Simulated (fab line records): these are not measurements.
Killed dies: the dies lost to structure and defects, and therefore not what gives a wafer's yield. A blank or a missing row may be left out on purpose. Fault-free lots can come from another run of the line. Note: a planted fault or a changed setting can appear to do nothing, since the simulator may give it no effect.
fab line records | flow sfq-line
[record] lots = 6 | wafers = 18 | last-day = 90
route steps=325 shown I0@54 M1@58
lots with no fault: from the same line, run without faults
start-h: start of the lot's first displayed wafer, in hours after the record's first day | wait-h: how many hours have passed since the lot's step before this one | " repeats the value in the row above | L1.1+2: a single row standing in for several wafers | - no value, or no start given | * or withheld: withheld | < > ~ a bound
route shown NAME@n: a module of which the file shows steps, and the number in the route of the first | usual: the fault-free wafers' mean and standard deviation | same: alike in all rows | chamber/n: place in a boat | sites: each site's reading | _std_site: the standard deviation of these | _edge_site: the outer-site mean with the inner-site mean subtracted | radius-mm: how far each site lies from the wafer's centre | mask NAME#n: copy n | behind: the last tool/chamber to shape the wafer | hold: why the lot was held/for how many hours/how that ended | device: transistor that didn't switch, given as n, p or np | end of line: tests run on the same wafers once the route is complete | for a step that has no rows: nothing shown but its recipe | killed: dies lost to structure and defects at the first sort, not the wafer's yield | map: per-die view of a wafer (x killed, . not killed, _ where there is no die)
set.NAME: the setting that was run; set.NAME@STEP: the one run at that earlier step | model.NAME: the simulator's own value behind a step, which no gauge read
lots at selected steps of the route; one table per step, one row per wafer
services: from which hour (start-h, from the record's first day; less than 0 if before it) a tool's chamber was out of use, for how many hours, and why
[[steps]]
[step SFQ_TRILAYER_I0_VIA_BARC_OPEN_VIA_ETCH_046]
[recipe] mask-material = PR | chemistry = O2 | target-depth-nm = 125 | target = BARC | source-w = 500 | bias-w = 80 | pressure-mtorr = 30 | time-s = 41.7
[usual] drypump-motor-current-A = 5.9/0.4 | oes-product-au = 0.685/0.0046
[same] time-s = 41.7
lot.wafer | tool        | chamber | start-h | wait-h | drypump-motor-current-A | oes-product-au | rf-hours-counter-h
L809.4    | rie-diel-02 | 2       | 273.62  | 0.0    | 6.5                     | 0.690          | 118
L809.5    | "           | 0       | "       | "      | 5.1                     | 0.688          | -
L809.6    | "           | 3       | "       | "      | 6.1                     | 0.687          | -
L810.4    | rie-diel-01 | 3       | 280.82  | 0.0    | 6.1                     | 0.690          | 19
L810.5    | "           | 3       | "       | "      | 6.1                     | 0.691          | -
L810.6    | "           | 0       | "       | "      | 6.3                     | 0.683          | -
L820.2    | rie-diel-03 | 1       | 381.91  | 0.0    | 6.0                     | 0.682          | 23
L820.3    | "           | 2       | "       | "      | 5.4                     | 0.692          | 10
L820.5    | "           | 3       | "       | "      | 5.8                     | 0.683          | -
L821.1    | rie-diel-01 | 3       | 392.71  | 0.0    | 6.1                     | 0.674          | 21
L821.2    | "           | 2       | "       | "      | 5.9                     | 0.685          | 58
L821.5    | "           | 2       | "       | "      | 5.9                     | 0.692          | -
L825.1    | rie-diel-03 | 2       | 397.51  | 0.0    | 5.4                     | 0.684          | 11
L825.5    | "           | 1       | "       | "      | 6.0                     | 0.688          | -
L825.6    | "           | 0       | "       | "      | 6.4                     | 0.682          | -
L826.1    | rie-diel-02 | 3       | 398.71  | 0.0    | 6.0                     | 0.681          | 1
L826.3    | "           | 1       | "       | "      | 5.7                     | 0.688          | 16
L826.5    | "           | 3       | "       | "      | 6.0                     | 0.686          | -
[step SFQ_TRILAYER_I0_VIA_ETCH_VIA_ETCH_034]
[recipe] target = SiO2 | stop-on = Nb | mask-material = PR | taper-deg = 20 | chemistry = CHF3 | target-depth-nm = 260 | source-w = 500 | bias-w = 80 | pressure-mtorr = 30 | time-s = withheld
[usual] drypump-motor-current-A = 5.9/0.4 | oes-product-au = 0.853/0.0058
lot.wafer | tool        | chamber | start-h | wait-h | drypump-motor-current-A | oes-product-au
L809.4    | rie-diel-02 | 2       | 273.66  | 0.0    | 6.5                     | 0.856
L809.5    | "           | 0       | "       | "      | 5.1                     | 0.852
L809.6    | "           | 3       | "       | "      | 6.0                     | 0.857
L810.4    | rie-diel-01 | 3       | 280.86  | 0.0    | 6.1                     | 0.868
L810.5    | "           | 3       | "       | "      | 6.1                     | 0.855
L810.6    | "           | 0       | "       | "      | 6.3                     | 0.852
L820.2    | rie-diel-03 | 1       | 381.95  | 0.0    | 6.0                     | 0.851
L820.3    | "           | 2       | "       | "      | 5.4                     | 0.855
L820.5    | "           | 3       | "       | "      | 5.8                     | 0.855
L821.1    | rie-diel-01 | 3       | 392.75  | 0.0    | 6.1                     | 0.863
L821.2    | "           | 2       | "       | "      | 5.9                     | 0.858
L821.5    | "           | 2       | "       | "      | 5.9                     | 0.850
L825.1    | rie-diel-03 | 2       | 397.55  | 0.0    | 5.4                     | 0.853
L825.5    | "           | 1       | "       | "      | 6.0                     | 0.859
L825.6    | "           | 0       | "       | "      | 6.5                     | 0.841
L826.1    | rie-diel-02 | 3       | 398.75  | 0.0    | 6.1                     | 0.861
L826.3    | "           | 1       | "       | "      | 5.7                     | 0.860
L826.5    | "           | 3       | "       | "      | 6.1                     | 0.858
[step SFQ_TRILAYER_I0_VIA_STRIP_STRIP_035]
[recipe] gas = O2 | power-w = 200 | platen-temp-c = 40 | overash-fraction = 0.65 | chemistry = O2 | pressure-mtorr = 50
[usual] drypump-motor-current-A = 5.7/0.45 | oes-product-au = 0.997/0.008
[same] overash-fraction = 0.65
lot.wafer | tool         | chamber | start-h | wait-h | drypump-motor-current-A | oes-product-au | rf-hours-counter-h
L809.4    | rie-metal-01 | 0       | 273.97  | -      | 6.0                     | 1.007          | -
L809.5    | "            | 0       | "       | "      | 6.0                     | 1.007          | -
L809.6    | "            | 1       | "       | "      | 5.8                     | 0.983          | -
L810.4    | rie-metal-03 | 0       | 281.57  | -      | 4.9                     | 0.988          | -
L810.5    | "            | 0       | "       | "      | 4.9                     | 0.997          | -
L810.6    | "            | 0       | "       | "      | 5.0                     | 0.994          | -
L820.2    | rie-metal-02 | 1       | 382.06  | -      | 4.8                     | 0.990          | 108
L820.3    | "            | 0       | "       | "      | 5.7                     | 0.984          | -
L820.5    | "            | 0       | "       | "      | 5.7                     | 0.988          | -
L821.1    | rie-metal-01 | 1       | 392.86  | -      | 5.8                     | 1.001          | 2
L821.2    | "            | 0       | "       | "      | 6.0                     | 0.991          | 46
L821.5    | "            | 1       | "       | "      | 5.7                     | 0.992          | -
L825.1    | rie-metal-03 | 1       | 397.66  | -      | 6.2                     | 1.014          | 53
L825.5    | "            | 0       | "       | "      | 5.0                     | 1.015          | -
L825.6    | "            | 1       | "       | "      | 6.2                     | 1.019          | -
L826.1    | rie-metal-01 | 1       | 398.86  | -      | 5.8                     | 0.996          | 3
L826.3    | "            | 0       | "       | "      | 6.0                     | 0.994          | -
L826.5    | "            | 1       | "       | "      | 5.8                     | 1.003          | -
[step SFQ_TRILAYER_I0_VIA_STRIP_SOLV_CLEAN_036]
[recipe] chemistry = NMP | temp-c = 70 | time-s = 600
[step SFQ_TRILAYER_M1_DEP_PRE_CLEAN_038]
[recipe] gas = Ar | time-s = 22.5 | bias-v = 250
[step SFQ_TRILAYER_M1_DEP_SPUTTER_037]
[recipe] material = Nb | base-pressure-pa = 1.33e-06 | chamber-pressure-pa = 0.1333 | substrate-temp-c = 20 | resputter-cathode-voltage-v = 400 | target-thk-nm = 200 | power-w = 2000 | time-s = 133.3
[usual] base-pressure-pa = 1.33e-06/1e-07 | throttle-valve-pct = 30.1/1.2
[same] time-s = 133.3
lot.wafer | tool           | chamber | start-h | wait-h | base-pressure-pa | throttle-valve-pct
L809.4    | pvd-sputter-06 | -       | 274.59  | 0.0    | 1.3e-06          | 28.4
L809.5    | "              | -       | "       | "      | 1.38e-06         | 28.4
L809.6    | "              | -       | "       | "      | 1.34e-06         | 28.7
L810.4    | pvd-sputter-05 | -       | 282.37  | 0.0    | 1.2e-06          | 29.5
L810.5    | "              | -       | "       | "      | 1.38e-06         | 29.2
L810.6    | "              | -       | "       | "      | 1.27e-06         | 30.2
L820.2    | pvd-sputter-06 | -       | 382.86  | 0.0    | 1.24e-06         | 30.9
L820.3    | "              | -       | "       | "      | 1.33e-06         | 28.4
L820.5    | "              | -       | "       | "      | 1.09e-06         | 30.8
L821.1    | pvd-sputter-05 | -       | 393.91  | 0.0    | 1.3e-06          | 29.3
L821.2    | "              | -       | "       | "      | 1.35e-06         | 30.2
L821.5    | "              | -       | "       | "      | 1.27e-06         | 29.9
L825.1    | pvd-sputter-06 | -       | 398.48  | 0.0    | 1.32e-06         | 30.8
L825.5    | "              | -       | "       | "      | 1.32e-06         | 31.2
L825.6    | "              | -       | "       | "      | 1.58e-06         | 28.5
L826.1    | pvd-sputter-06 | -       | 399.66  | 0.0    | 1.2e-06          | 28.7
L826.3    | "              | -       | "       | "      | 1.4e-06          | 28.5
L826.5    | "              | -       | "       | "      | 1.39e-06         | 30.7
[step SFQ_M1_RS_MEAS_909]
[recipe] thk-meas-gauge = four-point-probe | reads = Nb_of_TRILAYER_M1_DEP_SPUTTER_037
[usual] M1_NB_RS = 0.888/0.012
lot.wafer | tool          | chamber | start-h | wait-h | M1_NB_RS[ohm/sq]
L809.4    | film-metro-04 | -       | 274.74  | 0.1    | 0.905
L809.5    | "             | -       | "       | "      | 0.904
L809.6    | "             | -       | "       | "      | 0.902
L810.4    | film-metro-02 | -       | 282.52  | 0.1    | 0.884
L810.5    | "             | -       | "       | "      | 0.886
L810.6    | "             | -       | "       | "      | 0.901
L820.2    | film-metro-02 | -       | 382.98  | 0.1    | 0.882
L820.3    | "             | -       | "       | "      | 0.899
L820.5    | "             | -       | "       | "      | 0.898
L821.1    | film-metro-04 | -       | 394.00  | 0.0    | 0.854
L821.2    | "             | -       | "       | "      | 0.865
L821.5    | "             | -       | "       | "      | 0.862
L825.1    | film-metro-02 | -       | 398.57  | 0.0    | 0.888
L825.5    | "             | -       | "       | "      | 0.895
L825.6    | "             | -       | "       | "      | 0.895
L826.1    | film-metro-04 | -       | 399.76  | 0.0    | 0.893
L826.3    | "             | -       | "       | "      | 0.888
L826.5    | "             | -       | "       | "      | 0.874
[step SFQ_TRILAYER_M1_LITHO_COAT_044]
[recipe] resist = BARC | spin-rpm = 3000 | resist-thk-nm = 62
[step SFQ_TRILAYER_M1_LITHO_COAT_039]
[recipe] resist = KrF | spin-rpm = 3000 | resist-thk-nm = 600
[step SFQ_TRILAYER_M1_LITHO_SOFTBAKE_043]
[recipe] temp-c = withheld | time-s = withheld | resist = KrF
[step SFQ_TRILAYER_M1_LITHO_EXPOSE_040]
[recipe] mask-id = M1 | na = 0.6 | source-shape = conventional | sigma-outer = 0.65 | target-cd-nm = 500 | dose-mj = 14.4
[step SFQ_TRILAYER_M1_LITHO_PEB_042]
[recipe] peb-temp-c = 115 | peb-time-s = 60 | resist = KrF
[usual] chill-plate-temp-C = 22.98/0.13 | exhaust-pa = 45.1/0.97
lot.wafer | tool           | chamber | start-h | wait-h | chill-plate-temp-C | exhaust-pa
L809.4    | litho-track-02 | 0       | 393.79  | 0.5    | 23.00              | 44.0
L809.5    | "              | 0       | "       | "      | 23.24              | 45.7
L809.6    | "              | 0       | "       | "      | 23.04              | 46.0
L810.4    | litho-track-02 | 0       | 398.59  | 0.5    | 22.79              | 46.1
L810.5    | "              | 0       | "       | "      | 22.80              | 44.9
L810.6    | "              | 0       | "       | "      | 22.95              | 44.6
L820.2    | litho-track-01 | -       | 526.82  | 0.8    | -                  | -
L820.3    | "              | -       | "       | "      | -                  | -
L820.5    | "              | -       | "       | "      | -                  | -
L821.1    | litho-track-02 | -       | 541.20  | 1.0    | -                  | -
L821.2    | "              | -       | "       | "      | -                  | -
L821.5    | "              | -       | "       | "      | -                  | -
L825.1    | litho-track-02 | 0       | 549.60  | 1.0    | 22.82              | 45.6
L825.5    | "              | 0       | "       | "      | 22.93              | 45.3
L825.6    | "              | 0       | "       | "      | 22.90              | 44.2
L826.1    | litho-track-03 | 0       | 553.20  | 1.0    | 22.85              | 44.7
L826.3    | "              | 0       | "       | "      | 22.85              | 45.0
L826.5    | "              | 0       | "       | "      | 22.85              | 44.7
[step SFQ_TRILAYER_M1_LITHO_DEVELOP_041]
[recipe] time-s = 60 | resist = KrF
[[services]]
tool           | chamber | start-h | hours | kind
rie-diel-01    | 2       | 256.39  | 2.4   | repair
rie-diel-01    | -       | 270.41  | 1.1   | repair
rie-metal-01   | -       | 276.58  | 1.4   | pm
rie-diel-01    | 1       | 277.50  | 1.5   | repair
rie-diel-03    | 3       | 284.96  | 5.1   | repair
pvd-sputter-06 | -       | 314.02  | 8.9   | repair
rie-diel-01    | 2       | 315.18  | 5.7   | repair
rie-diel-02    | -       | 316.27  | 1.0   | repair
rie-diel-02    | 3       | 328.40  | 7.4   | repair
pvd-sputter-05 | -       | 347.72  | 0.7   | repair
rie-diel-03    | -       | 350.88  | 2.8   | pm
pvd-sputter-06 | -       | 352.81  | 3.0   | repair
rie-diel-03    | 2       | 355.01  | 5.0   | repair
rie-diel-01    | -       | 402.80  | 0.4   | repair
rie-metal-01   | -       | 404.26  | 2.8   | pm
rie-diel-01    | 2       | 413.84  | 9.3   | repair
pvd-sputter-06 | -       | 427.72  | 4.0   | repair
rie-diel-03    | 0       | 433.77  | 4.2   | repair
rie-diel-03    | 1       | 442.83  | 11.4  | repair
pvd-sputter-06 | -       | 465.08  | 1.1   | repair
rie-diel-03    | 2       | 503.21  | 6.1   | repair
rie-diel-01    | -       | 531.15  | 2.8   | pm
pvd-sputter-06 | -       | 540.24  | 9.1   | repair
rie-diel-02    | 1       | 541.06  | 4.6   | repair
[[key]]
[first-sign] step = SFQ_TRILAYER_M1_LITHO_PEB_042 | reading = tool-record | direction = missing
effect none on later readings
met-at SFQ_TRILAYER_M1_LITHO_PEB_042
struck-wafers L820.2,L820.3,L820.5,L821.1,L821.2,L821.5
onset-between 398.59 526.82
[fault] kind = skipped-step-whole | tool = litho-track-01,litho-track-02 | chamber = - | onset-h = 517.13 | steps = SFQ_TRILAYER_M1_LITHO_PEB_042 | scope = struck-lots-only
